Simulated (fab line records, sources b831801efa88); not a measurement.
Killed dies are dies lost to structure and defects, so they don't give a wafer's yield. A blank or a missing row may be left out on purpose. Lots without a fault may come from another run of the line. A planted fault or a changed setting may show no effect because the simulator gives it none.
Which tool did it? | flow sky130 | 14 lots, 42 wafers sampled, at 6 steps of a route of 708

WHAT THE GAUGES READ, wafer by wafer
SKY_METAL5_RS_MEAS_05: measures by four-point-probe. Usual: METAL5_ALCU_RS 0.02703 ohm/sq, standard deviation 0.00021.
lot  | measured     | on            | METAL5_ALCU_RS (ohm/sq) | flag
L182 | day 42 12:16 | film_metro-04 | 0.02688 0.02698 0.02684 |
L183 | day 43 07:07 | film_metro-01 | 0.0269 0.02708 0.02722  |
L184 | day 43 07:52 | film_metro-01 | 0.02681 0.02684 0.02695 |
L185 | day 43 10:43 | film_metro-04 | 0.02175 0.02149 0.02171 | OFF
L188 | day 44 16:29 | film_metro-04 | 0.02168 0.02148 0.02149 | OFF
L193 | day 45 22:55 | film_metro-01 | 0.02689 0.02704 0.0269  |
L195 | day 46 10:49 | film_metro-04 | 0.02729 0.02714 0.02746 |
L196 | day 46 17:59 | film_metro-01 | 0.02686 0.02693 0.02683 |
L198 | day 47 02:01 | film_metro-04 | 0.02702 0.0273 0.02693  |
L200 | day 47 15:43 | film_metro-03 | 0.02715 0.02691 0.0269  |
L201 | day 47 16:58 | film_metro-03 | 0.02702 0.02697 0.02697 |
L202 | day 47 23:41 | film_metro-04 | 0.0269 0.02685 0.02694  |
L203 | day 48 02:55 | film_metro-03 | 0.02724 0.02722 0.02735 |
L204 | day 48 07:02 | film_metro-01 | 0.02655 0.02657 0.02662 |

SKY_METAL5_THK_MEAS_06: measures by xrf. Usual: METAL5_ALCU_THK 1142 nm, standard deviation 10.
lot  | measured     | on            | METAL5_ALCU_THK (nm) | flag
L182 | day 42 12:23 | film_metro-04 | 1155 1140 1154       |
L183 | day 43 07:14 | film_metro-01 | 1145 1135 1131       |
L184 | day 43 07:58 | film_metro-01 | 1150 1150 1136       |
L185 | day 43 10:50 | film_metro-04 | 1426 1437 1425       | OFF
L188 | day 44 16:36 | film_metro-04 | 1411 1426 1429       | OFF
L193 | day 45 23:02 | film_metro-01 | 1137 1144 1141       |
L195 | day 46 10:56 | film_metro-04 | 1130 1130 1124       |
L196 | day 46 18:05 | film_metro-01 | 1146 1135 1152       |
L198 | day 47 02:08 | film_metro-04 | 1136 1124 1143       |
L200 | day 47 15:50 | film_metro-03 | 1148 1161 1152       |
L201 | day 47 17:05 | film_metro-03 | 1155 1157 1152       |
L202 | day 47 23:49 | film_metro-04 | 1140 1141 1148       |
L203 | day 48 03:02 | film_metro-03 | 1138 1141 1135       |
L204 | day 48 07:10 | film_metro-01 | 1157 1153 1154       |

WHICH TOOL RAN EACH LOT (tool, then ch and the chambers of the sampled wafers, then the start)
lot  | SKY_METAL4_ETCH_16                | SKY_VIA4_CMP_02               | SKY_METAL5_SPUTTER_02        | SKY_METAL5_SPUTTER_04
L182 | rie_metal-03 ch 0,1, day 41 09:38 | cmp-01 ch 0,3, day 41 10:45   | pvd_sputter-01, day 42 12:08 | pvd_sputter-01, day 42 12:12
L183 | rie_metal-03 ch 0,1, day 42 04:53 | cmp-01 ch 0,1,2, day 42 06:14 | pvd_sputter-04, day 43 06:59 | pvd_sputter-04, day 43 07:03
L184 | rie_metal-03 ch 0,1, day 42 06:13 | cmp-02 ch 0,1, day 42 07:21   | pvd_sputter-01, day 43 07:43 | pvd_sputter-01, day 43 07:47
L185 | rie_metal-04 ch 0,1, day 42 09:07 | cmp-02 ch 0,1,3, day 42 10:19 | pvd_sputter-01, day 43 10:36 | pvd_sputter-01, day 43 10:40
L188 | rie_metal-02 ch 0,1, day 43 14:47 | cmp-02 ch 1,2,3, day 43 16:17 | pvd_sputter-01, day 44 16:22 | pvd_sputter-01, day 44 16:26
L193 | rie_metal-02 ch 0,1, day 44 22:34 | cmp-01 ch 0,1,3, day 44 23:44 | pvd_sputter-04, day 45 22:49 | pvd_sputter-04, day 45 22:52
L195 | rie_metal-02 ch 1, day 45 11:22   | cmp-01 ch 0,1, day 45 12:31   | pvd_sputter-02, day 46 10:42 | pvd_sputter-02, day 46 10:46
L196 | rie_metal-02 ch 0,1, day 45 18:41 | cmp-01 ch 1,2, day 45 19:50   | pvd_sputter-02, day 46 17:50 | pvd_sputter-02, day 46 17:54
L198 | rie_metal-03 ch 0,1, day 46 03:47 | cmp-02 ch 0,1,3, day 46 05:08 | pvd_sputter-02, day 47 01:55 | pvd_sputter-02, day 47 01:58
L200 | rie_metal-02 ch 0,1, day 46 16:34 | cmp-01 ch 1,3, day 46 17:47   | pvd_sputter-01, day 47 15:36 | pvd_sputter-01, day 47 15:40
L201 | rie_metal-04 ch 0,1, day 46 18:29 | cmp-01 ch 0,2,3, day 46 19:37 | pvd_sputter-02, day 47 16:51 | pvd_sputter-02, day 47 16:55
L202 | rie_metal-03 ch 0,1, day 47 01:19 | cmp-02 ch 0,1,3, day 47 02:29 | pvd_sputter-04, day 47 23:34 | pvd_sputter-04, day 47 23:38
L203 | rie_metal-04 ch 0,1, day 47 04:38 | cmp-02 ch 0,1,3, day 47 05:53 | pvd_sputter-02, day 48 02:47 | pvd_sputter-02, day 48 02:52
L204 | rie_metal-03 ch 0,1, day 47 08:41 | cmp-02 ch 2,3, day 47 09:53   | pvd_sputter-01, day 48 06:55 | pvd_sputter-01, day 48 06:59
- SKY_METAL4_ETCH_16: etches BARC in N2/H2, stops on SiO2, time 88.2 s, target depth 60 nm.
- SKY_VIA4_CMP_02: polishes SiO2.
- SKY_METAL5_SPUTTER_02: material AlCu, target thk 1150 nm, time 61.2 s.
- SKY_METAL5_SPUTTER_04: material TiN, target thk 70 nm, time 58.3 s.

WHAT THE TOOLS THEMSELVES READ (means of the sampled wafers that have a number; where no wafer has one, the mark that the record gives instead)
SKY_METAL4_ETCH_16. Usual: chamber_pressure_mTorr 30.002 mTorr, standard deviation 0.03; drypump_motor_current_A 5.7 A, standard deviation 0.37; oes_product_au 0.625 a.u., standard deviation 0.0043; throttle_valve_pct 13.205 %, standard deviation 0.0093.
lot  | tool         | chamber_pressure_mTorr (mTorr) | drypump_motor_current_A (A) | oes_product_au (a.u.) | throttle_valve_pct (%) | flag
L182 | rie_metal-03 | 30.018                         | 5.5                         | 0.626                 | 13.216                 |
L183 | rie_metal-03 | 30.000                         | 5.7                         | 0.621                 | 13.203                 |
L184 | rie_metal-03 | 29.981                         | 5.5                         | 0.619                 | 13.202                 |
L185 | rie_metal-04 | 29.981                         | 5.9                         | 0.624                 | 13.201                 |
L188 | rie_metal-02 | 29.998                         | 5.5                         | 0.630                 | 13.208                 |
L193 | rie_metal-02 | 29.989                         | 5.5                         | 0.626                 | 13.209                 |
L195 | rie_metal-02 | 29.972                         | 5.6                         | 0.626                 | 13.209                 |
L196 | rie_metal-02 | 29.973                         | 5.5                         | 0.629                 | 13.202                 |
L198 | rie_metal-03 | 30.012                         | 5.5                         | 0.624                 | 13.193                 |
L200 | rie_metal-02 | 29.999                         | 5.5                         | 0.623                 | 13.214                 |
L201 | rie_metal-04 | 30.012                         | 6.0                         | 0.622                 | 13.210                 |
L202 | rie_metal-03 | 29.985                         | 5.5                         | 0.624                 | 13.209                 |
L203 | rie_metal-04 | 30.003                         | 5.9                         | 0.625                 | 13.198                 |
L204 | rie_metal-03 | 30.037                         | 5.5                         | 0.628                 | 13.211                 |

SKY_VIA4_CMP_02. Usual: motor_current_A 12.5 A, standard deviation 0.86.
lot  | tool   | motor_current_A (A) | flag
L182 | cmp-01 | 12.9                |
L183 | cmp-01 | 13.3                |
L184 | cmp-02 | 12.1                |
L185 | cmp-02 | 12.6                |
L188 | cmp-02 | 12.0                |
L193 | cmp-01 | 13.1                |
L195 | cmp-01 | 13.2                |
L196 | cmp-01 | 12.0                |
L198 | cmp-02 | 12.4                |
L200 | cmp-01 | 12.8                |
L201 | cmp-01 | 12.5                |
L202 | cmp-02 | 12.4                |
L203 | cmp-02 | 12.2                |
L204 | cmp-02 | 12.9                |

SKY_METAL5_SPUTTER_02. Usual: throttle_valve_pct 30.1 %, standard deviation 1.
lot  | tool           | throttle_valve_pct (%) | flag
L182 | pvd_sputter-01 | 31.4                   |
L183 | pvd_sputter-04 | 30.6                   |
L184 | pvd_sputter-01 | 30.2                   |
L185 | pvd_sputter-01 | 30.0                   |
L188 | pvd_sputter-01 | 30.0                   |
L193 | pvd_sputter-04 | 30.8                   |
L195 | pvd_sputter-02 | 29.5                   |
L196 | pvd_sputter-02 | 28.2                   |
L198 | pvd_sputter-02 | 28.9                   |
L200 | pvd_sputter-01 | 30.1                   |
L201 | pvd_sputter-02 | 29.1                   |
L202 | pvd_sputter-04 | 30.8                   |
L203 | pvd_sputter-02 | 29.4                   |
L204 | pvd_sputter-01 | 30.8                   |

SKY_METAL5_SPUTTER_04. Usual: throttle_valve_pct 30.1 %, standard deviation 1.
lot  | tool           | throttle_valve_pct (%) | flag
L182 | pvd_sputter-01 | 31.4                   |
L183 | pvd_sputter-04 | 30.6                   |
L184 | pvd_sputter-01 | 30.3                   |
L185 | pvd_sputter-01 | 30.0                   |
L188 | pvd_sputter-01 | 30.1                   |
L193 | pvd_sputter-04 | 30.7                   |
L195 | pvd_sputter-02 | 29.5                   |
L196 | pvd_sputter-02 | 28.4                   |
L198 | pvd_sputter-02 | 28.7                   |
L200 | pvd_sputter-01 | 30.0                   |
L201 | pvd_sputter-02 | 29.1                   |
L202 | pvd_sputter-04 | 30.7                   |
L203 | pvd_sputter-02 | 29.2                   |
L204 | pvd_sputter-01 | 30.8                   |

THE ANSWER, worked out from the rows above alone
Rule: a lot is off if the mean of its wafers that have a number lies more than 3 standard deviations from the usual mean. A lot without any number at a reading at which 4 lots or more have one is off too. The other lots that the step has rows for count as sound. The gauges are gone through in route order, then the tools' own readings, and for those a lot's mean is taken as printed above. The first step at which some lot is off is used, and at that step the reading that is off furthest; a lot without a number counts as furthest.
Off: L185, L188, at SKY_METAL5_RS_MEAS_05 (METAL5_ALCU_RS).
A tool fits if, at a process step before that reading, it ran every lot that is off, and no sound lot after the first of them. The gauges at SKY_METAL5_RS_MEAS_05 are tried like those tools. None of those tried fits.

WHAT THE SIMULATOR HAD PUT IN
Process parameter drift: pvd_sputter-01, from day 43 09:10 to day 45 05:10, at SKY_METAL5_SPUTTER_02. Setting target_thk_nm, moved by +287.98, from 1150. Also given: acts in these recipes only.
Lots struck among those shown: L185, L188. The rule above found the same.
